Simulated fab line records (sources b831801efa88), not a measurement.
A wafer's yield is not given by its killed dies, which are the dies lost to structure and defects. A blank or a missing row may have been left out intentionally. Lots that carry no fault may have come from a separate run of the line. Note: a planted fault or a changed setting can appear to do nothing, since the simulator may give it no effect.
Which tool was responsible? | flow sky130 | 72 wafers from 24 lots sampled at 4 of the route's 708 steps

## WHAT EACH GAUGE READ, for each wafer
SKY_METAL2_OVL_MEAS_16. Usual: METAL2_OVL typically reads 1 nm, with standard deviation 7.6.
lot  | measured     | on         | METAL2_OVL (nm) | flag
L074 | day 34 22:53 | overlay-02 | -9 -10 3        |
L075 | day 35 12:47 | overlay-02 | 16 13 10        |
L076 | day 36 06:52 | overlay-01 | 0 -2 6          |
L077 | day 36 16:35 | overlay-02 | 5 5 -11         |
L079 | day 36 19:56 | overlay-02 | -10 0 -8        |
L078 | day 37 03:32 | overlay-01 | 1 -3 4          |
L080 | day 37 07:53 | overlay-02 | -10 -2 -12      |
L081 | day 37 20:32 | overlay-02 | 5 13 11         |
L082 | day 37 21:11 | overlay-01 | -3 -4 -13       |
L083 | day 37 22:50 | overlay-02 | 11 7 -4         |
L084 | day 38 09:22 | overlay-01 | 10 -2 3         |
L085 | day 38 19:26 | overlay-02 | 7 10 10         |
L086 | day 39 01:20 | overlay-02 | 5 -2 -3         |
L087 | day 39 10:23 | overlay-02 | -6 6 -5         |
L089 | day 39 18:33 | overlay-01 | -3 3 -1         |
L088 | day 39 21:11 | overlay-02 | 5 1 3           |
L090 | day 40 06:55 | overlay-01 | 17 9 6          |
L091 | day 40 13:58 | overlay-01 | 8 -2 4          |
L092 | day 40 16:28 | overlay-02 | 1 4 4           |
L093 | day 41 00:05 | overlay-01 | -3 10 4         |
L094 | day 41 10:11 | overlay-02 | 6 -6 1          |
L095 | day 41 10:11 | overlay-01 | -5 10 0         |
L096 | day 41 16:53 | overlay-01 | -4 2 -1         |
L097 | day 42 02:17 | overlay-01 | -5 -7 -2        |

SKY_CAPM_RS_MEAS_03: a four-point-probe measurement. Usual: CAPM_TIN_RS typically reads 6.92 ohm/sq, with standard deviation 0.096.
lot  | measured     | on            | CAPM_TIN_RS (ohm/sq) | flag
L074 | day 36 03:37 | film-metro-04 | 6.81 6.83 6.81       |
L075 | day 36 17:56 | film-metro-01 | 7.02 6.97 7.06       |
L076 | day 37 12:24 | film-metro-02 | 6.92 6.89 6.95       |
L077 | day 37 20:48 | film-metro-02 | 6.91 6.91 6.91       |
L079 | day 38 01:20 | film-metro-04 | 6.87 6.89 6.85       |
L078 | day 38 08:26 | film-metro-01 | 7.03 6.95 6.98       |
L080 | day 38 12:22 | film-metro-01 | 6.85 6.90 6.90       |
L081 | day 39 01:21 | film-metro-04 | 6.91 6.85 6.86       |
L082 | day 39 01:39 | film-metro-02 | 7.15 7.15 7.18       |
L083 | day 39 03:07 | film-metro-04 | 6.96 6.97 6.99       |
L084 | day 39 13:40 | film-metro-04 | 6.97 6.93 6.94       |
L085 | day 39 23:49 | film-metro-04 | 6.88 6.84 6.88       |
L086 | day 40 05:27 | film-metro-01 | 6.84 6.89 6.83       |
L087 | day 40 13:57 | film-metro-04 | 7.02 7.01 6.94       |
L089 | day 40 21:54 | film-metro-04 | 6.83 6.78 6.80       |
L088 | day 41 00:53 | film-metro-02 | 7.03 7.09 7.09       |
L090 | day 41 10:08 | film-metro-01 | 6.91 6.93 6.93       |
L091 | day 41 17:06 | film-metro-02 | 6.72 6.71 6.73       |
L092 | day 41 19:57 | film-metro-01 | 6.93 6.87 6.92       |
L093 | day 42 03:12 | film-metro-04 | 7.07 7.07 6.99       |
L094 | day 42 13:13 | film-metro-02 | 6.95 6.96 6.95       |
L095 | day 42 14:07 | film-metro-02 | 6.94 6.94 6.91       |
L096 | day 42 19:03 | film-metro-01 | 6.87 6.77 6.86       |
L097 | day 43 05:07 | film-metro-02 | 6.81 6.77 6.81       |

## WHAT TOOL EACH LOT RAN ON (gives the tool, then ch and the chambers of the sampled wafers, and finally the start)
lot  | SKY_VIA2_ETCH_15                   | SKY_VIA2_CVD_21
L074 | rie-diel-03 ch 0,1,2, day 36 01:54 | cvd-w-02 ch 0,1, day 36 02:40
L075 | rie-diel-03 ch 2,3, day 36 16:12   | cvd-w-01 ch 0,1, day 36 16:58
L076 | rie-diel-04 ch 0,1,3, day 37 10:41 | cvd-w-02 ch 0,1, day 37 11:23
L077 | rie-diel-04 ch 0,1,3, day 37 19:06 | cvd-w-01 ch 0,1, day 37 19:49
L079 | rie-diel-04 ch 0,1,3, day 37 23:38 | cvd-w-02 ch 0,1, day 38 00:22
L078 | rie-diel-03 ch 0,2,3, day 38 06:42 | cvd-w-02 ch 0,1, day 38 07:27
L080 | rie-diel-03 ch 0,3, day 38 10:41   | cvd-w-01 ch 0,1, day 38 11:24
L081 | rie-diel-01 ch 2,3, day 38 23:36   | cvd-w-01 ch 0,1, day 39 00:22
L082 | rie-diel-04 ch 1,3, day 38 23:56   | cvd-w-01 ch 0,1, day 39 00:42
L083 | rie-diel-03 ch 0,1, day 39 01:23   | cvd-w-01 ch 0,1, day 39 02:09
L084 | rie-diel-01 ch 2,3, day 39 11:57   | cvd-w-02 ch 0,1, day 39 12:42
L085 | rie-diel-01 ch 0,2, day 39 22:06   | cvd-w-02 ch 0,1, day 39 22:50
L086 | rie-diel-03 ch 0,3, day 40 03:30   | cvd-w-01 ch 0,1, day 40 04:18
L087 | rie-diel-04 ch 2,3, day 40 12:15   | cvd-w-02 ch 1, day 40 12:58
L089 | rie-diel-03 ch 0,2,3, day 40 20:11 | cvd-w-02 ch 0,1, day 40 20:57
L088 | rie-diel-04 ch 1,3, day 40 23:12   | cvd-w-02 ch 0,1, day 40 23:56
L090 | rie-diel-04 ch 0,1,3, day 41 08:26 | cvd-w-02 ch 0, day 41 09:11
L091 | rie-diel-04 ch 1,3, day 41 15:26   | cvd-w-02 ch 0,1, day 41 16:09
L092 | rie-diel-04 ch 0,1,2, day 41 18:17 | cvd-w-01 ch 1, day 41 19:00
L093 | rie-diel-03 ch 0,2, day 42 01:30   | cvd-w-01 ch 0,1, day 42 02:13
L094 | rie-diel-03 ch 0,2,3, day 42 11:32 | cvd-w-01 ch 0,1, day 42 12:15
L095 | rie-diel-03 ch 0,3, day 42 11:51   | cvd-w-02 ch 0,1, day 42 12:34
L096 | rie-diel-03 ch 0,3, day 42 17:23   | cvd-w-01 ch 0,1, day 42 18:06
L097 | rie-diel-01 ch 0,2,3, day 43 03:27 | cvd-w-01 ch 0,1, day 43 04:10
- SKY_VIA2_ETCH_15: etches SiO2 in C4F8/O2/Ar, stops on TiN, target depth 546 nm, time 84 s.
- SKY_VIA2_CVD_21: deposits W, target thk 420 nm, time 126.4 s.

## WHAT THE TOOLS THEMSELVES READ (means of the sampled wafers that have a number; where no wafer has one, the mark that the record gives instead)
SKY_VIA2_ETCH_15. Usual: oes-product-au reads 0.939 a.u. (standard deviation 0.0042).
lot  | tool        | oes-product-au (a.u.) | flag
L074 | rie-diel-03 | 0.939                 |
L075 | rie-diel-03 | 0.941                 |
L076 | rie-diel-04 | 0.934                 |
L077 | rie-diel-04 | 0.941                 |
L079 | rie-diel-04 | 0.939                 |
L078 | rie-diel-03 | 0.934                 |
L080 | rie-diel-03 | 0.941                 |
L081 | rie-diel-01 | 0.937                 |
L082 | rie-diel-04 | 0.941                 |
L083 | rie-diel-03 | 0.938                 |
L084 | rie-diel-01 | 0.944                 |
L085 | rie-diel-01 | 0.941                 |
L086 | rie-diel-03 | 0.937                 |
L087 | rie-diel-04 | 0.938                 |
L089 | rie-diel-03 | 0.938                 |
L088 | rie-diel-04 | 0.937                 |
L090 | rie-diel-04 | 0.936                 |
L091 | rie-diel-04 | 0.939                 |
L092 | rie-diel-04 | 0.935                 |
L093 | rie-diel-03 | 0.937                 |
L094 | rie-diel-03 | 0.938                 |
L095 | rie-diel-03 | 0.939                 |
L096 | rie-diel-03 | 0.934                 |
L097 | rie-diel-01 | 0.940                 |

SKY_VIA2_CVD_21. Usual: heater-power-w reads 890 W (standard deviation 69).
lot  | tool     | heater-power-w (W) | flag
L074 | cvd-w-02 | 934                |
L075 | cvd-w-01 | 834                |
L076 | cvd-w-02 | 934                |
L077 | cvd-w-01 | 894                |
L079 | cvd-w-02 | 943                |
L078 | cvd-w-02 | 936                |
L080 | cvd-w-01 | 913                |
L081 | cvd-w-01 | 834                |
L082 | cvd-w-01 | 839                |
L083 | cvd-w-01 | 841                |
L084 | cvd-w-02 | 916                |
L085 | cvd-w-02 | 859                |
L086 | cvd-w-01 | 833                |
L087 | cvd-w-02 | 849                |
L089 | cvd-w-02 | 919                |
L088 | cvd-w-02 | 928                |
L090 | cvd-w-02 | 969                |
L091 | cvd-w-02 | 933                |
L092 | cvd-w-01 | 933                |
L093 | cvd-w-01 | 898                |
L094 | cvd-w-01 | 908                |
L095 | cvd-w-02 | 896                |
L096 | cvd-w-01 | 853                |
L097 | cvd-w-01 | 844                |

## THE ANSWER, worked out from the rows above alone
Rule: a lot is off if the mean of its wafers that have a number lies more than 3 standard deviations from the usual mean. Also off: a lot with no number at a reading for which 4 or more lots have one. Where the step has rows for the other lots, those lots are counted as sound. After the gauges, taken in route order, come the tools' own readings; for these a lot's mean is taken, as printed above. The first step at which some lot is off is used, and at that step the reading that is off furthest; a lot without a number counts as furthest.
Nothing can be told from this: no lot is off at any reading shown.

## WHAT WAS PUT IN BY THE SIMULATOR
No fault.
